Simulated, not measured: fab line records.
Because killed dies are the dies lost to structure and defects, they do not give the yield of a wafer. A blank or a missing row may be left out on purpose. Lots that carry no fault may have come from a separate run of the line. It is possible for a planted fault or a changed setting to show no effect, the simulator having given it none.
Which of the tools did it? + flow sky130 + 18 wafers from 6 lots sampled at 4 of the route's 708 steps

WHAT THE GAUGES READ, wafer by wafer
SKY_PASSIVATION_THK_MEAS_01.
| lot  | measured     | on            | PASSIVATION_CVD_00_THK (nm) |
|------|--------------|---------------|-----------------------------|
| L197 | day 44 01:35 | film_metro-02 | 89.5 90.3 91.6              |
| L200 | day 45 16:59 | film_metro-04 | 89.6 92.3 91.5              |
| L203 | day 46 03:23 | film_metro-03 | 90.8 92.7 92.1              |
| L206 | day 46 22:07 | film_metro-04 | 89.0 89.5 91.0              |
| L207 | day 47 00:23 | film_metro-02 | 88.1 89.7 90.0              |
| L214 | day 48 12:10 | film_metro-03 | 88.0 88.7 89.4              |

TOOL THAT RAN EACH LOT (tool first, then ch and the chambers of the sampled wafers, then the start)
| lot  | SKY_METAL1_SPUTTER_02        | SKY_METAL4_ETCH_16                | SKY_METAL5_SPUTTER_00        |
|------|------------------------------|-----------------------------------|------------------------------|
| L197 | pvd_sputter-03, day 31 22:49 | rie_metal-02 ch 0,1, day 42 01:11 | pvd_sputter-01, day 43 02:21 |
| L200 | pvd_sputter-03, day 33 20:32 | rie_metal-03 ch 0,1, day 43 17:02 | pvd_sputter-04, day 44 19:08 |
| L203 | pvd_sputter-01, day 34 14:11 | rie_metal-02 ch 0, day 44 04:41   | pvd_sputter-03, day 45 05:34 |
| L206 | pvd_sputter-03, day 35 09:41 | rie_metal-03 ch 0,1, day 45 00:53 | pvd_sputter-01, day 46 00:14 |
| L207 | pvd_sputter-03, day 35 16:40 | rie_metal-02 ch 0,1, day 45 03:40 | pvd_sputter-01, day 46 03:11 |
| L214 | pvd_sputter-03, day 37 11:37 | rie_metal-03 ch 0,1, day 46 16:38 | pvd_sputter-01, day 47 15:26 |
- SKY_METAL1_SPUTTER_02: material AlCu, target thk 250 nm, time 13.3 s.
- SKY_METAL4_ETCH_16: etches BARC in N2/H2, stops on SiO2, time 88.2 s, target depth 60 nm.
- SKY_METAL5_SPUTTER_00: material Ti, target thk 15 nm, time 10 s.

THE ANSWER, worked out from the rows above alone
Rule: usual is defined by the lots themselves. Put in order of their means at a reading, lots are off if they are a third of the lots or fewer, leave a main group of 4 or more, and stand apart from it by a gap of 3 or more times the standard deviation of the main group's means; of several such gaps the widest counts. If all means in a main group match to the digits the tables above print for the reading, that group is not used. A lot without any number at a reading at which 4 lots or more have one is off too. The other lots that the step has rows for count as sound.
Across all readings shown, no lot is off: no conclusion can be drawn from this.

WHAT THE SIMULATOR HAD INSERTED
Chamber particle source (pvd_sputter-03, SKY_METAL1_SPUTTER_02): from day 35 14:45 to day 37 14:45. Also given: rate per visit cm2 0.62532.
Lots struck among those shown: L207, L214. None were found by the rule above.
